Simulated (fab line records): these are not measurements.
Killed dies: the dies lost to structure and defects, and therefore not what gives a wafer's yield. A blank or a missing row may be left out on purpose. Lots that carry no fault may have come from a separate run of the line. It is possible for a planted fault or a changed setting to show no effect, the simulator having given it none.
Comparing a struck lot with a sound one    flow sfq-line    3 out of 325 route steps
Sound: wafers L335.2, L335.3, L335.5. Struck: wafers L343.3, L343.5, L343.6. The cause is named last.
Per side, at each step with rows, come the tool, then ch with its chambers, and then its first start. Under that, the readings that differ: sound wafers    struck wafers    difference of the means    sigmas: that difference in standard deviations of wafers without a fault.
alike: a reading whose means differ by less than 2 such deviations, as well as words and numbers matching on both sides. not compared: withheld readings; readings where some wafer has no value; bounds like >300 that might hide an equal value; numbers whose values overlap and for which the record gives no deviation.
The two part at a step that has a row with sigmas, a row that says differs or no value, or rows on one side only. Numbers that don't overlap but have no deviation are shown without sigmas and don't part them. Lack of a reading on every wafer of one side parts them only where that side has two or more wafers.

SFQ_INCOMING_BOW_MEAS_900:
  sound on film-metro-03, day 2 11:01; struck on film-metro-04, day 4 03:02
  alike: INCOMING_BOW
SFQ_TRILAYER_INCOMING_OXIDATION_002: target thk 500 nm, ox time 4939 s.
  sound on furnace-02 ch 0, day 2 11:07; struck on furnace-02 ch 0, day 4 03:07
reading                                                    sound                 struck                difference  sigmas
spike-tc-bottom-C (C)                                      1013 1015 1014        1066 1068 1065        +52         +13
spike-tc-centre-C (C)                                      1000.9 1000.3 1000.7  1056.6 1053.2 1052.8  +53.6       +49
spike-tc-lower-C (C)                                       1001.5 999.8 1001.0   1052.1 1051.7 1054.2  +51.9       +52
spike-tc-top-C (C)                                         1013.6 1013.7 1012.7  1064.6 1064.8 1064.9  +51.4       +18
spike-tc-upper-C (C)                                       1002.2 1000.5 1001.1  1055.1 1053.8 1054.2  +53.1       +54
tube-center-temp-C (C)                                     1000 1000 999.97      1052.1 1052.2 1052    +52.1       +99 or more
tube_center_temp_C_max                                     1002.3 1002.8 1002.2  1054.5 1054.6 1054.4  +52.1       +99 or more
zone-power-bottom-pct (%)                                  32.5 33.1 32.2        36.9 36.8 36.8        +4.2        +3
zone-power-centre-pct (%)                                  23.5 22.8 23.5        26.5 26.1 26.5        +3.1        +6
zone-power-lower-pct (%)                                   22.0 22.6 22.4        24.7 25.5 25.2        +2.8        +8
zone-power-upper-pct (%)                                   23.2 22.9 23.1        26.6 26.4 26.1        +3.3        +4
model.SiO2_of_TRILAYER_INCOMING_OXIDATION_002.thk-nm (nm)  491.6 495.4 497.3     672.1 664.8 670.5     +174.4      
SFQ_TRILAYER_L0_DEP_SPUTTER_003: material MoNx KI, target thk 40 nm, time 100 s.
  sound on pvd-sputter-04, day 2 13:29; struck on pvd-sputter-03, day 4 05:29
  alike: chamber-pressure-pa, throttle-valve-pct

## WHERE THEY PART
Only at SFQ_TRILAYER_INCOMING_OXIDATION_002, as far as this record shows. Later steps at which nothing parts them and some readings are alike: SFQ_TRILAYER_L0_DEP_SPUTTER_003.

WHY: what had been put in by the simulator
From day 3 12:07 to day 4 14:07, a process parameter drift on furnace-02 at SFQ_TRILAYER_INCOMING_OXIDATION_002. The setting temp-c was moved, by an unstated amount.
